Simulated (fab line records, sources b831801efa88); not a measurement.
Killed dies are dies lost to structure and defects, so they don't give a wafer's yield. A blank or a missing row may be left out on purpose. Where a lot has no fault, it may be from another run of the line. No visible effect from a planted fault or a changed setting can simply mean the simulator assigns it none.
Comparing a struck lot with a sound one -- flow sky130 -- 13 steps out of a route of 708
Sound: the wafers L279.2, L279.3, L279.5. Struck: wafers L290.3, L290.4, L290.5. The cause is given at the end.
For every step that has rows: the tool of each side, followed by ch and its chambers, followed by its first start. Under that, the readings that differ: sound wafers -- struck wafers -- difference of the means -- sigmas: that difference in standard deviations of wafers without a fault.
alike: a reading whose means differ by less than 2 such deviations, as well as words and numbers matching on both sides. not compared: withheld readings; readings where some wafer has no value; bounds like >300 that might hide an equal value; numbers whose values overlap and for which the record gives no deviation.
The two part at a step that has a row with sigmas, a row that says differs or no value, or rows on one side only. When numbers do not overlap yet have no deviation, they are printed without sigmas and do not part them. A reading that every wafer of one side lacks parts them only if that side has two wafers or more.

SKY_VIA3_CD_MEAS_12: the cd target is 200 nm.
  sound: cd_sem-01 at day 39 21:58; struck: cd_sem-02 at day 42 18:13
  alike: cd_nm
SKY_VIA3_OVL_MEAS_13:
  sound: overlay-02 at day 39 22:04; struck: overlay-02 at day 42 18:19
reading,sound,struck,difference,sigmas
VIA3_OVL (nm),-13 -16 -6,2 2 2,+14,+3
SKY_VIA3_ETCH_14: etches BARC in N2/H2, stops on SiO2, time 45.9 s, target depth 60 nm.
  sound on rie_diel-02 ch 1,2,3, day 39 22:06; struck on rie_diel-02 ch 2,3, day 42 18:20
  alike: drypump_motor_current_A, oes_product_au, throttle_valve_pct
  not compared: rf_hours_counter_h
SKY_VIA3_ETCH_15: etches SiO2 in C4F8/O2/Ar, stops on TiN, target depth 507 nm, time 78 s.
  sound on rie_diel-02 ch 1,2,3, day 39 22:08; struck on rie_diel-02 ch 2,3, day 42 18:22
  alike: oes_product_au
  not compared: rf_hours_counter_h
SKY_VIA3_STRIP_16: strips in O2/N2.
  sound on plasma_asher-02 ch 0,1, day 39 22:12; struck on plasma_asher-03 ch 0,1, day 42 18:28
reading,sound,struck,difference,sigmas
drypump_motor_current_A (A),5.3 5.3 5.7,5.9 6.2 6.2,+0.7,+2
  alike: oes_product_au, strip_time_to_endpoint_s
  not compared: rf_hours_counter_h
then, 3 steps without rows for these wafers: SKY_VIA3_STRIP_17 (strips in post etch residue remover, time 1200 s); SKY_VIA3_CLEAN_18 (cleans in IPA, time 180 s); SKY_VIA3_CLEAN_19 (cleans in O3/DIW).
SKY_VIA3_SPUTTER_20: material TiN, target thk 20 nm, time 80 s.
  sound: pvd_sputter-02 at day 39 22:53; struck: pvd_sputter-03 at day 42 19:01
  alike: throttle_valve_pct
SKY_VIA3_CVD_21: deposits W, target thk 390 nm, time 117.31 s.
  sound on cvd_w-01 ch 0,1, day 39 22:56; struck on cvd_w-02 ch 0,1, day 42 19:08
  alike: heater_power_w
SKY_VIA3_RS_MEAS_22: measurement is done with a four-point probe.
  sound: film_metro-04 at day 39 23:05; struck: film_metro-04 at day 42 19:15
  alike: VIA3_W_RS
SKY_VIA3_THK_MEAS_23: measures by xrf.
  sound: film_metro-04 at day 39 23:11; struck: film_metro-04 at day 42 19:21
  alike: VIA3_W_THK
SKY_VIA3_CMP_24: polishes, stops on SiO2, t overpolish 20 s, target thk 0 nm.
  sound on cmp-02 ch 0,1,2, day 39 23:14; struck on cmp-02 ch 0,2,3, day 42 19:23
  no value came back on the struck wafers for any of 7 readings (edge_zone_pressure_frac, head_pressure_psi (psi) and others); on the sound wafers edge_zone_pressure_frac reads 0.993 0.998 1.001
reading,sound,struck,difference,sigmas
model.W_of_VIA3_CVD_21.thk_nm (nm),0 0 0,377.8 382.2 381.4,+380.5,
model.SiO2_of_VIA3_HDPCVD_00.thk_nm (nm),460.9 459.2 459.8,464 464.1 465.3,+5,

== WHERE THEY PART ==
Last at SKY_VIA3_CMP_24 as far as this record goes, first at SKY_VIA3_OVL_MEAS_13.

WHY: whatever the simulator had introduced
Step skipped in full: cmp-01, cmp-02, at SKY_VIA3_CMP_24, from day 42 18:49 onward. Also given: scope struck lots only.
